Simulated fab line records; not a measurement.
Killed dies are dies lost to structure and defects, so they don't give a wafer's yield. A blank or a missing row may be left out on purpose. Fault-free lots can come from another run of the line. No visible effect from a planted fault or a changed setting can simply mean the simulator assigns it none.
Matching of chambers :: flow gf180mcu :: 4 sister chambers for GF_CONTACT_CMP_27 on cmp-01
The step polishes, stops on SiO2, t overpolish 15 s, target thk 0 nm. 4 wafers are shown with their chamber, then 8 later ones without.

## WAFERS WITH THEIR CHAMBER
wafer: L213.6
chamber: 1
motor_current_A (A): 9.6

wafer: L227.1
chamber: 3
motor_current_A (A): 11.9

wafer: L227.6
chamber: 2
motor_current_A (A): 11.4

wafer: L228.1
chamber: 0
motor_current_A (A): 11.2

## WAFERS WHOSE CHAMBER IS MISSING
wafer: L228.2
motor_current_A (A): 11.5

wafer: L228.3
motor_current_A (A): 11.9

wafer: L229.1
motor_current_A (A): 9.6

wafer: L229.2
motor_current_A (A): 12.5

wafer: L229.3
motor_current_A (A): 11.4

wafer: L232.1
motor_current_A (A): 9.9

wafer: L232.3
motor_current_A (A): 10.8

wafer: L232.4
motor_current_A (A): 11.3

## WHICH CHAMBER EACH WENT THROUGH
wafer: L228.2
from the rows above: can't be placed: 2 or 0 or 3
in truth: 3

wafer: L228.3
from the rows above: can't be placed: 3 or 2
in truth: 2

wafer: L229.1
from the rows above: 1
in truth: 1

wafer: L229.2
from the rows above: can't be placed: 3 or 2
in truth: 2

wafer: L229.3
from the rows above: can't be placed: 2 or 0 or 3
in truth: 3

wafer: L232.1
from the rows above: 1
in truth: 1

wafer: L232.3
from the rows above: can't be placed: 0 or 2
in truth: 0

wafer: L232.4
from the rows above: can't be placed: 2 or 0 or 3
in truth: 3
Placed correctly: 2 of 8. Not placeable from these rows: 6 (in 6, the candidates include the true chamber). Placed wrongly: 0.
How it was worked out, from the rows above alone: a wafer's distance from a chamber is the root of the sum, over the readings, of the square of ((its reading less the chamber's mean) divided by the reading's scatter). If the next closest chamber is less than 2 further off than the closest, the wafer can't be placed; otherwise it belongs to the closest. A chamber's mean is the mean of its shown wafers. The scatter: with one shown wafer a chamber, the root of the mean of the squares of how far each hidden wafer lies from its nearest shown one.
